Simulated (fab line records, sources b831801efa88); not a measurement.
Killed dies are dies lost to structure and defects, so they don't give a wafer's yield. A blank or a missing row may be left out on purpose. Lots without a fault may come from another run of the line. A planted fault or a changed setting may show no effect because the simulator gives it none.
A struck lot beside a sound one | flow sky130 | 16 steps out of a route of 708
Sound: wafers L451.4, L451.5, L451.6. Struck: wafers L461.3, L461.6. (L461.2 of the same lot was not struck and is left out.) The cause comes at the end.
At each step with rows: each side's tool, then ch and its chambers, then its first start. Under that, the readings that differ: sound wafers | struck wafers | difference of the means | sigmas: that difference in standard deviations of wafers without a fault.
alike: readings whose means differ by less than 2 such deviations, and words and numbers that are the same on both sides. not compared: withheld readings, readings that some wafer has no value for, bounds like >300 that may hide the same value, and numbers for which the record gives no deviation and whose values overlap.
The two part at a step that has a row with sigmas, a row that says differs or no value, or rows on one side only. Numbers that don't overlap but have no deviation are shown without sigmas and don't part them. A reading that every wafer of one side lacks parts them only if that side has two wafers or more.

SKY_SD_N_OVL_MEAS_08:
  sound on overlay-01, day 29 22:28; struck on overlay-01, day 33 15:33
  alike: SD_N_OVL
then, 2 steps without rows for these wafers: SKY_SD_N_IMPLANT_09; SKY_SD_N_IMPLANT_10.
SKY_SD_N_STRIP_11: strips in O2/N2.
  sound on plasma_asher-01 ch 0,1, day 29 22:49; struck on plasma_asher-03 ch 1, day 33 15:53
  reading                     | sound       | struck  | difference | sigmas
  drypump_motor_current_A (A) | 5.6 5.1 5.6 | 6.8 6.8 | +1.4       | +2
  alike: oes_product_au, strip_time_to_endpoint_s
  not compared: rf_hours_counter_h
SKY_SD_N_TW_MEAS_12:
  sound on film_metro-03, day 29 22:55; struck on film_metro-03, day 33 15:59
  alike: SD_N_TW
then, 1 step without rows for these wafers: SKY_SD_N_CLEAN_13 (cleans in SC1/SC2, time 150 s).
SKY_SD_N_RTA_14: time 2 s.
  sound on rtp_anneal-01 ch 0, day 29 23:01; struck on rtp_anneal-02 ch 0, day 33 16:06
  alike: anneal_temp_c_max, lamp_power_pct, wafer_temp_C_max
SKY_SD_N_RS_MEAS_16: measures by four-point-probe.
  sound on film_metro-02, day 29 23:13; struck on film_metro-02, day 33 16:17
  alike: SD_N_RS
SKY_SD_N_RS_MEAS_17: measures by four-point-probe.
  sound on film_metro-02, day 29 23:20; struck on film_metro-02, day 33 16:24
  alike: SD_P_RS
SKY_SD_N_RS_MEAS_18: measures by four-point-probe.
  sound on film_metro-02, day 29 23:28; struck on film_metro-02, day 33 16:31
  alike: RES_XHIGH_RS
then, 1 step without rows for these wafers: SKY_SALICIDE_CLEAN_00 (cleans in HF-last, time 30 s).
SKY_LI_CONTACT_HDPCVD_00: deposits PSG, target thk 930 nm, time 155 s.
  sound on hdpcvd-02 ch 0,1,2, day 29 23:35; struck on hdpcvd-01 ch 0, day 33 16:38
  reading                                       | sound             | struck      | difference | sigmas
  run_length_s (s)                              | 184.2 183.6 183.1 | 256.5 255.9 | +72.6      | +99 or more
  model.PSG_of_LI_CONTACT_HDPCVD_00.thk_nm (nm) | 931.7 925.5 915.7 | 1362 1366   | +440       |
SKY_LI_CONTACT_THK_MEAS_01:
  sound on film_metro-03, day 29 23:40; struck on film_metro-01, day 33 16:45
  reading                    | sound       | struck    | difference | sigmas
  LI_CONTACT_HDPCVD_THK (nm) | 931 925 916 | 1362 1364 | +439       | +37
SKY_LI_CONTACT_CMP_02: polishes PSG.
  sound on cmp-02 ch 1,2,3, day 29 23:51; struck on cmp-01 ch 3, day 33 16:48
  reading                | sound          | struck    | difference | sigmas
  motor_current_A (A)    | 11.7 11.4 10.9 | 13.2 13.6 | +2.1       | +3
  time_to_endpoint_s (s) | 30.6 31.3 30.7 | 74.3 75.4 | +44.0      | +15
SKY_LI_CONTACT_BOW_MEAS_03:
  sound on film_metro-02, day 30 00:04; struck on film_metro-01, day 33 17:07
  alike: LI_CONTACT_BOW
SKY_PAD_OPEN_PROBE_99:
  the record has rows for the sound wafers here (prober-01, day 47 08:32) and none for the struck ones

WHERE THEY PART
First at SKY_SD_N_STRIP_11; last, within this record, at SKY_PAD_OPEN_PROBE_99.

WHY: what the simulator had put in
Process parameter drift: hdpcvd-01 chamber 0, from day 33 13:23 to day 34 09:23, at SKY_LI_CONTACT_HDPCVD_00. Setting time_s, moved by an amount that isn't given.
